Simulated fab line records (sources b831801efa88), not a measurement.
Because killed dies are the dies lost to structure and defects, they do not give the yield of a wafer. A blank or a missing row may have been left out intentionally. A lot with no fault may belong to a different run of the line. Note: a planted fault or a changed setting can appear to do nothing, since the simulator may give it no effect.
Struck lot and sound lot, side by side || flow gf180mcu || 14 steps out of a route of 602
Sound: these wafers, L361.1, L361.4, L361.6. Wafers struck: L369.2, L369.3, L369.6. The cause is given at the end.
At each step with rows: each side's tool, then ch and its chambers, then its first start. Under that, the readings that differ: sound wafers || struck wafers || difference of the means || sigmas: that difference in standard deviations of wafers without a fault.
alike: readings whose means differ by less than 2 such deviations, and words and numbers that are the same on both sides. not compared: withheld readings, readings that some wafer has no value for, bounds like >300 that may hide the same value, and numbers for which the record gives no deviation and whose values overlap.
The two part at a step that has a row with sigmas, a row that says differs or no value, or rows on one side only. When numbers do not overlap yet have no deviation, they are printed without sigmas and do not part them. A reading missing from all wafers of one side parts the sides only when that side holds two or more wafers.

first, 4 steps without rows for these wafers: GF_HV_LDD_IMPLANT_33; GF_HV_LDD_IMPLANT_34; GF_HV_LDD_IMPLANT_35; GF_HV_LDD_IMPLANT_36.
GF_HV_LDD_STRIP_37: strips in O2/N2.
  sound on plasmaAsher-03 ch 0, day 11 11:44; struck on plasmaAsher-03 ch 0,1, day 13 19:50
{"reading": "stripTimeToEndpointS (s)", "sound": "12.71 12.65 12.64", "struck": "12.60 12.58 12.61", "difference": -0.07, "sigmas": -2}
  alike: drypumpMotorCurrentA, heaterPowerW, oesProductAu
  not compared: rfHoursCounterH
GF_HV_LDD_TW_MEAS_38:
  sound on filmMetro-02 at day 11 11:50; struck on filmMetro-02 at day 13 19:57
  alike: HV_LDD_3_TW
then, 6 steps without rows for these wafers: GF_HV_LDD_DEHYDRATE_39 (time 60 s); GF_HV_LDD_HMDS_40 (prime time 60 s); GF_HV_LDD_COAT_41 (resist thk 1000 nm); GF_HV_LDD_SOFTBAKE_42 (time 60 s); GF_HV_LDD_EXPOSE_43 (exposes mask Pplus HV AREA, target cd 400 nm); GF_HV_LDD_PEB_44.
GF_HV_LDD_DEVELOP_45: develop time 60 s.
  sound on lithoTrack-02 ch 0, day 12 06:02; struck on lithoTrack-02, day 14 15:18
  no value came back on the struck wafers for chillPlateTempC (C), developTimeS (s); on the sound wafers chillPlateTempC (C) reads 22.91 22.93 22.95
GF_HV_LDD_CD_MEAS_46: the cd target is 400 nm.
  sound on cdSem-01 at day 12 06:11; struck on cdSem-01 at day 14 15:27
{"reading": "cdNm (nm)", "sound": "397.3 398.1 399.8", "struck": "- - -", "difference": "no value on the struck wafers", "sigmas": ""}

== WHERE THEY PART ==
Last at GF_HV_LDD_CD_MEAS_46 as far as this record goes, first at GF_HV_LDD_STRIP_37.

WHY: the cause the simulator had injected
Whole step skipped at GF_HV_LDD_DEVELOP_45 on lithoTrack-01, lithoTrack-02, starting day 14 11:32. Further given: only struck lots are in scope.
